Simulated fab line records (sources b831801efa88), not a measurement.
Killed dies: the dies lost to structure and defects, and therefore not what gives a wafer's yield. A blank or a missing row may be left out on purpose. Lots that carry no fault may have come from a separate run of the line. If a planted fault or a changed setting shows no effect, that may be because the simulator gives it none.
Struck lot and sound lot, side by side    flow gf180mcu    15 steps out of a route of 602
Sound: these wafers, L164.1, L164.2, L164.6. Wafers L167.3, L167.5, L167.6 were the ones struck. The cause is named last.
Per side, at each step with rows, come the tool, then ch with its chambers, and then its first start. Under that, the readings that differ: sound wafers    struck wafers    difference of the means    sigmas: that difference in standard deviations of wafers without a fault.
alike: readings with means less than 2 such deviations apart, plus words and numbers identical on both sides. not compared: withheld readings, readings lacking a value on some wafer, bounds such as >300 that could conceal the same value, and numbers that have no deviation in the record and whose values overlap.
The two part at a step that has a row with sigmas, a row that says differs or no value, or rows on one side only. Non-overlapping numbers with no deviation appear without sigmas and do not part them. A reading that every wafer of one side lacks parts them only if that side has two wafers or more.

first, 2 steps without rows for these wafers: GF_VT_IMPLANT_PEB_27; GF_VT_IMPLANT_DEVELOP_28 (develop time 60 s).
GF_VT_IMPLANT_OVL_MEAS_29:
  sound on overlay-02 at day 7 02:33; struck on overlay-01 at day 8 09:57
  alike: VT_IMPLANT_02_OVL
then, 1 step without rows for these wafers: GF_VT_IMPLANT_IMPLANT_30.
GF_VT_IMPLANT_STRIP_31: strips in O2/N2.
  sound on plasma asher-01 ch 0,1, day 7 02:44; struck on plasma asher-04 ch 0,1, day 8 10:10
reading             sound        struck       difference  sigmas
heater power w (W)  349 302 315  433 430 362  +86         +2
  alike: drypump motor current A, oes product au, strip time to endpoint s
  not compared: rf hours counter h
GF_VT_IMPLANT_TW_MEAS_32:
  sound on film metro-03 at day 7 02:50; struck on film metro-03 at day 8 10:15
  alike: VT_IMPLANT_3_TW
then, 6 steps without rows for these wafers: GF_VT_IMPLANT_DEHYDRATE_33 (time 60 s); GF_VT_IMPLANT_HMDS_34 (prime time 60 s); GF_VT_IMPLANT_COAT_35 (resist thk 1000 nm); GF_VT_IMPLANT_SOFTBAKE_36 (time 60 s); GF_VT_IMPLANT_EXPOSE_37 (exposes mask Nwell HV AREA, target cd 860 nm); GF_VT_IMPLANT_PEB_38.
GF_VT_IMPLANT_DEVELOP_39: develop time 60 s.
  sound on litho track-02 ch 0, day 7 17:47; struck on litho track-03 ch 0, day 9 02:12
reading                      sound              struck             difference  sigmas
developer temp C (C)         23.01 22.89 22.84  22.01 21.94 21.88  -0.97       -8
model.VT_IMPLANT.cd nm (nm)  857 856.4 858.1    861.6 858.6 860.7  +3.1        
GF_VT_IMPLANT_OVL_MEAS_40:
  sound on overlay-02 at day 7 17:56; struck on overlay-01 at day 9 02:20
  alike: VT_IMPLANT_03_OVL
-- a jump in the record: the struck wafers' starts before and after are 22 days apart (it breaks off in module VT_IMPLANT and resumes in module PASSIVATION, where the first step shown is number 602 of the route) --
GF_PASSIVATION_PROBE_99:
  only the struck wafers here have rows in the record (prober-01, day 30 14:50); the sound ones have none

== WHERE THEY PART ==
Last at GF_PASSIVATION_PROBE_99 as far as this record goes, first at GF_VT_IMPLANT_STRIP_31.

WHY: what had been put in by the simulator
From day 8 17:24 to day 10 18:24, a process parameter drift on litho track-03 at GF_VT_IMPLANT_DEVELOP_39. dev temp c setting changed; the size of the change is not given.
